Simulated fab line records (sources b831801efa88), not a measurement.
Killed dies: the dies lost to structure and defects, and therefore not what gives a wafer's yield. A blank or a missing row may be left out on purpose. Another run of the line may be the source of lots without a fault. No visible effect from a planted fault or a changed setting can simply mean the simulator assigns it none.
Which tool did it? || flow gf180mcu || 13 lots with 39 wafers sampled at 4 steps, on a route of 602 steps

== WHAT THE GAUGES READ, wafer by wafer ==
GF_M2_CD_MEAS_14: the cd target is 280 nm. Usual: cd_nm 280.0 nm, standard deviation 1.2.
{"lot": "L972", "measured": "day 19 15:20", "on": "cd_sem-01", "cd_nm (nm)": "280.8 281.4 280.1", "flag": ""}
{"lot": "L974", "measured": "day 20 20:54", "on": "cd_sem-02", "cd_nm (nm)": "279.8 279.9 280.3", "flag": ""}
{"lot": "L976", "measured": "day 21 13:39", "on": "cd_sem-01", "cd_nm (nm)": "279.8 279.8 280.7", "flag": ""}
{"lot": "L986", "measured": "day 25 01:09", "on": "cd_sem-02", "cd_nm (nm)": "278.5 278.0 279.5", "flag": ""}
{"lot": "L987", "measured": "day 25 07:03", "on": "cd_sem-01", "cd_nm (nm)": "279.5 279.0 279.7", "flag": ""}
{"lot": "L988", "measured": "day 25 12:35", "on": "cd_sem-01", "cd_nm (nm)": "281.6 281.9 280.6", "flag": ""}
{"lot": "L990", "measured": "day 26 01:21", "on": "cd_sem-01", "cd_nm (nm)": "279.2 280.2 281.4", "flag": ""}
{"lot": "L991", "measured": "day 26 13:26", "on": "cd_sem-01", "cd_nm (nm)": "277.9 279.7 280.2", "flag": ""}
{"lot": "L992", "measured": "day 26 17:49", "on": "cd_sem-01", "cd_nm (nm)": "278.5 277.9 278.0", "flag": ""}
{"lot": "L993", "measured": "day 27 01:47", "on": "cd_sem-02", "cd_nm (nm)": "278.5 279.2 280.7", "flag": ""}

== EACH LOT AND THE TOOL THAT RAN IT (in order: tool; ch and the chambers of the sampled wafers; start) ==
{"lot": "L972", "GF_V1_STRIP_18": "plasma_asher-04 ch 0,1, day 18 13:49", "GF_V1_CMP_26": "cmp-01 ch 0,2,3, day 18 14:50", "GF_M2_SPUTTER_04": "pvd_sputter-04, day 18 15:16"}
{"lot": "L974", "GF_V1_STRIP_18": "plasma_asher-03 ch 0,1, day 19 18:52", "GF_V1_CMP_26": "cmp-02 ch 0,2,3, day 19 19:59", "GF_M2_SPUTTER_04": "pvd_sputter-04, day 19 20:19"}
{"lot": "L976", "GF_V1_STRIP_18": "plasma_asher-02 ch 0,1, day 20 12:31", "GF_V1_CMP_26": "cmp-01 ch 1,2,3, day 20 13:26", "GF_M2_SPUTTER_04": "pvd_sputter-02, day 20 13:56"}
{"lot": "L982", "GF_V1_STRIP_18": "plasma_asher-03 ch 0,1, day 22 17:06", "GF_V1_CMP_26": "cmp-01 ch 0,2,3, day 22 18:11", "GF_M2_SPUTTER_04": "-"}
{"lot": "L983", "GF_V1_STRIP_18": "plasma_asher-03 ch 0,1, day 23 02:19", "GF_V1_CMP_26": "cmp-01 ch 0,1, day 23 03:15", "GF_M2_SPUTTER_04": "-"}
{"lot": "L984", "GF_V1_STRIP_18": "plasma_asher-04 ch 0,1, day 23 07:02", "GF_V1_CMP_26": "cmp-01 ch 1,3, day 23 07:56", "GF_M2_SPUTTER_04": "-"}
{"lot": "L986", "GF_V1_STRIP_18": "plasma_asher-04 ch 0,1, day 24 01:34", "GF_V1_CMP_26": "cmp-02 ch 0,1,3, day 24 02:32", "GF_M2_SPUTTER_04": "pvd_sputter-02, day 24 02:58"}
{"lot": "L987", "GF_V1_STRIP_18": "plasma_asher-04 ch 0,1, day 24 07:37", "GF_V1_CMP_26": "cmp-01 ch 0,1,3, day 24 08:37", "GF_M2_SPUTTER_04": "pvd_sputter-03, day 24 09:04"}
{"lot": "L988", "GF_V1_STRIP_18": "plasma_asher-04 ch 0,1, day 24 13:57", "GF_V1_CMP_26": "cmp-02 ch 0,1, day 24 14:54", "GF_M2_SPUTTER_04": "pvd_sputter-04, day 24 15:23"}
{"lot": "L990", "GF_V1_STRIP_18": "plasma_asher-02 ch 0,1, day 25 03:29", "GF_V1_CMP_26": "cmp-02 ch 0,1, day 25 04:25", "GF_M2_SPUTTER_04": "pvd_sputter-04, day 25 04:51"}
{"lot": "L991", "GF_V1_STRIP_18": "plasma_asher-03 ch 0,1, day 25 14:13", "GF_V1_CMP_26": "cmp-02 ch 0,1,2, day 25 16:13", "GF_M2_SPUTTER_04": "pvd_sputter-02, day 25 16:42"}
{"lot": "L992", "GF_V1_STRIP_18": "plasma_asher-02 ch 0,1, day 25 19:34", "GF_V1_CMP_26": "cmp-01 ch 0,1,3, day 25 20:50", "GF_M2_SPUTTER_04": "pvd_sputter-03, day 25 21:19"}
{"lot": "L993", "GF_V1_STRIP_18": "plasma_asher-02 ch 0,1, day 26 04:05", "GF_V1_CMP_26": "cmp-02 ch 0,1,2, day 26 05:07", "GF_M2_SPUTTER_04": "pvd_sputter-04, day 26 05:28"}
- GF_V1_STRIP_18: strips in O2/N2.
- GF_V1_CMP_26: polishes, stops on SiO2, t overpolish 15 s, target thk 0 nm.
- GF_M2_SPUTTER_04: material TiN, target thk 50 nm, time 41.7 s.

== WHAT THE TOOLS THEMSELVES READ (means of the sampled wafers that have a number; where no wafer has one, the mark that the record gives instead) ==
GF_V1_STRIP_18. Usual: drypump_motor_current_A 5.6 A, standard deviation 0.41; heater_power_w 330 W, standard deviation 12; n2_flow_sccm 299.9 sccm, standard deviation 0.87; oes_product_au 0.593 a.u., standard deviation 0.0043.
{"lot": "L972", "tool": "plasma_asher-04", "drypump_motor_current_A (A)": 5.5, "heater_power_w (W)": 330, "n2_flow_sccm (sccm)": 299.3, "oes_product_au (a.u.)": 0.588, "flag": ""}
{"lot": "L974", "tool": "plasma_asher-03", "drypump_motor_current_A (A)": 5.6, "heater_power_w (W)": 330, "n2_flow_sccm (sccm)": 299.8, "oes_product_au (a.u.)": 0.588, "flag": ""}
{"lot": "L976", "tool": "plasma_asher-02", "drypump_motor_current_A (A)": 5.7, "heater_power_w (W)": 329, "n2_flow_sccm (sccm)": 299.5, "oes_product_au (a.u.)": 0.593, "flag": ""}
{"lot": "L982", "tool": "plasma_asher-03", "drypump_motor_current_A (A)": 5.6, "heater_power_w (W)": 333, "n2_flow_sccm (sccm)": 300.2, "oes_product_au (a.u.)": 0.596, "flag": ""}
{"lot": "L983", "tool": "plasma_asher-03", "drypump_motor_current_A (A)": 5.6, "heater_power_w (W)": 330, "n2_flow_sccm (sccm)": 299.9, "oes_product_au (a.u.)": 0.593, "flag": ""}
{"lot": "L984", "tool": "plasma_asher-04", "drypump_motor_current_A (A)": 5.5, "heater_power_w (W)": 333, "n2_flow_sccm (sccm)": 299.6, "oes_product_au (a.u.)": 0.591, "flag": ""}
{"lot": "L986", "tool": "plasma_asher-04", "drypump_motor_current_A (A)": 5.7, "heater_power_w (W)": 336, "n2_flow_sccm (sccm)": 300.1, "oes_product_au (a.u.)": 0.593, "flag": ""}
{"lot": "L987", "tool": "plasma_asher-04", "drypump_motor_current_A (A)": 5.7, "heater_power_w (W)": 335, "n2_flow_sccm (sccm)": 300.0, "oes_product_au (a.u.)": 0.593, "flag": ""}
{"lot": "L988", "tool": "plasma_asher-04", "drypump_motor_current_A (A)": 5.7, "heater_power_w (W)": 332, "n2_flow_sccm (sccm)": 299.5, "oes_product_au (a.u.)": 0.593, "flag": ""}
{"lot": "L990", "tool": "plasma_asher-02", "drypump_motor_current_A (A)": 5.9, "heater_power_w (W)": 322, "n2_flow_sccm (sccm)": 300.1, "oes_product_au (a.u.)": 0.595, "flag": ""}
{"lot": "L991", "tool": "plasma_asher-03", "drypump_motor_current_A (A)": 5.7, "heater_power_w (W)": 327, "n2_flow_sccm (sccm)": 300.0, "oes_product_au (a.u.)": 0.593, "flag": ""}
{"lot": "L992", "tool": "plasma_asher-02", "drypump_motor_current_A (A)": 5.7, "heater_power_w (W)": 326, "n2_flow_sccm (sccm)": 301.5, "oes_product_au (a.u.)": 0.593, "flag": ""}
{"lot": "L993", "tool": "plasma_asher-02", "drypump_motor_current_A (A)": 5.7, "heater_power_w (W)": 335, "n2_flow_sccm (sccm)": 299.1, "oes_product_au (a.u.)": 0.593, "flag": ""}

GF_V1_CMP_26. Usual: edge_zone_pressure_frac 1.000, standard deviation 0.0047; head_pressure_psi 3.501 psi, standard deviation 0.0076; motor_current_A 11.8 A, standard deviation 1.2; overpolish_run_s 15.000 s, standard deviation 0.0091; time_to_endpoint_s 84.8 s, standard deviation 2.6.
{"lot": "L972", "tool": "cmp-01", "edge_zone_pressure_frac": 1.001, "head_pressure_psi (psi)": 3.495, "motor_current_A (A)": 11.6, "overpolish_run_s (s)": 15.010, "time_to_endpoint_s (s)": 86.8, "flag": ""}
{"lot": "L974", "tool": "cmp-02", "edge_zone_pressure_frac": 1.002, "head_pressure_psi (psi)": 3.497, "motor_current_A (A)": 12.1, "overpolish_run_s (s)": 15.001, "time_to_endpoint_s (s)": 86.6, "flag": ""}
{"lot": "L976", "tool": "cmp-01", "edge_zone_pressure_frac": 0.998, "head_pressure_psi (psi)": 3.505, "motor_current_A (A)": 10.7, "overpolish_run_s (s)": 15.002, "time_to_endpoint_s (s)": 84.1, "flag": ""}
{"lot": "L982", "tool": "cmp-01", "edge_zone_pressure_frac": "-", "head_pressure_psi (psi)": "-", "motor_current_A (A)": "-", "overpolish_run_s (s)": "-", "time_to_endpoint_s (s)": "-", "flag": "OFF"}
{"lot": "L983", "tool": "cmp-01", "edge_zone_pressure_frac": "-", "head_pressure_psi (psi)": "-", "motor_current_A (A)": "-", "overpolish_run_s (s)": "-", "time_to_endpoint_s (s)": "-", "flag": "OFF"}
{"lot": "L984", "tool": "cmp-01", "edge_zone_pressure_frac": "-", "head_pressure_psi (psi)": "-", "motor_current_A (A)": "-", "overpolish_run_s (s)": "-", "time_to_endpoint_s (s)": "-", "flag": "OFF"}
{"lot": "L986", "tool": "cmp-02", "edge_zone_pressure_frac": 1.001, "head_pressure_psi (psi)": 3.500, "motor_current_A (A)": 12.3, "overpolish_run_s (s)": 15.001, "time_to_endpoint_s (s)": 82.5, "flag": ""}
{"lot": "L987", "tool": "cmp-01", "edge_zone_pressure_frac": 0.996, "head_pressure_psi (psi)": 3.500, "motor_current_A (A)": 11.3, "overpolish_run_s (s)": 15.005, "time_to_endpoint_s (s)": 82.6, "flag": ""}
{"lot": "L988", "tool": "cmp-02", "edge_zone_pressure_frac": 0.999, "head_pressure_psi (psi)": 3.497, "motor_current_A (A)": 12.5, "overpolish_run_s (s)": 15.000, "time_to_endpoint_s (s)": 84.1, "flag": ""}
{"lot": "L990", "tool": "cmp-02", "edge_zone_pressure_frac": 1.000, "head_pressure_psi (psi)": 3.505, "motor_current_A (A)": 12.5, "overpolish_run_s (s)": 14.999, "time_to_endpoint_s (s)": 83.8, "flag": ""}
{"lot": "L991", "tool": "cmp-02", "edge_zone_pressure_frac": 1.004, "head_pressure_psi (psi)": 3.501, "motor_current_A (A)": 12.5, "overpolish_run_s (s)": 14.999, "time_to_endpoint_s (s)": 84.9, "flag": ""}
{"lot": "L992", "tool": "cmp-01", "edge_zone_pressure_frac": 1.001, "head_pressure_psi (psi)": 3.499, "motor_current_A (A)": 11.3, "overpolish_run_s (s)": 15.005, "time_to_endpoint_s (s)": 79.0, "flag": ""}
{"lot": "L993", "tool": "cmp-02", "edge_zone_pressure_frac": 0.998, "head_pressure_psi (psi)": 3.503, "motor_current_A (A)": 12.8, "overpolish_run_s (s)": 14.995, "time_to_endpoint_s (s)": 84.7, "flag": ""}

GF_M2_SPUTTER_04. Usual: throttle_valve_pct 29.2 %, standard deviation 0.92.
{"lot": "L972", "tool": "pvd_sputter-04", "throttle_valve_pct (%)": 29.4, "flag": ""}
{"lot": "L974", "tool": "pvd_sputter-04", "throttle_valve_pct (%)": 28.9, "flag": ""}
{"lot": "L976", "tool": "pvd_sputter-02", "throttle_valve_pct (%)": 30.0, "flag": ""}
{"lot": "L986", "tool": "pvd_sputter-02", "throttle_valve_pct (%)": 28.6, "flag": ""}
{"lot": "L987", "tool": "pvd_sputter-03", "throttle_valve_pct (%)": 29.8, "flag": ""}
{"lot": "L988", "tool": "pvd_sputter-04", "throttle_valve_pct (%)": 28.4, "flag": ""}
{"lot": "L990", "tool": "pvd_sputter-04", "throttle_valve_pct (%)": 28.8, "flag": ""}
{"lot": "L991", "tool": "pvd_sputter-02", "throttle_valve_pct (%)": 28.8, "flag": ""}
{"lot": "L992", "tool": "pvd_sputter-03", "throttle_valve_pct (%)": 29.2, "flag": ""}
{"lot": "L993", "tool": "pvd_sputter-04", "throttle_valve_pct (%)": 28.9, "flag": ""}

== THE ANSWER, worked out from the rows above alone ==
Rule: lot off if the mean of its wafers having a number is beyond 3 standard deviations from the usual mean. A lot without any number at a reading at which 4 lots or more have one is off too. Any other lot the step has rows for is counted as sound. First the gauges in route order, then the tools' own readings, where a lot's mean is used as printed above. The first step at which some lot is off is used, and at that step the reading that is off furthest; a lot without a number counts as furthest.
Off: L982, L983, L984, at GF_V1_CMP_26 (edge_zone_pressure_frac). Without a number there: L982, L983, L984.
A tool fits if, at that step or a process step before it, it ran every lot that is off, and no sound lot after the first of them. None of those tried fits.

== WHAT THE SIMULATOR HAD PUT IN ==
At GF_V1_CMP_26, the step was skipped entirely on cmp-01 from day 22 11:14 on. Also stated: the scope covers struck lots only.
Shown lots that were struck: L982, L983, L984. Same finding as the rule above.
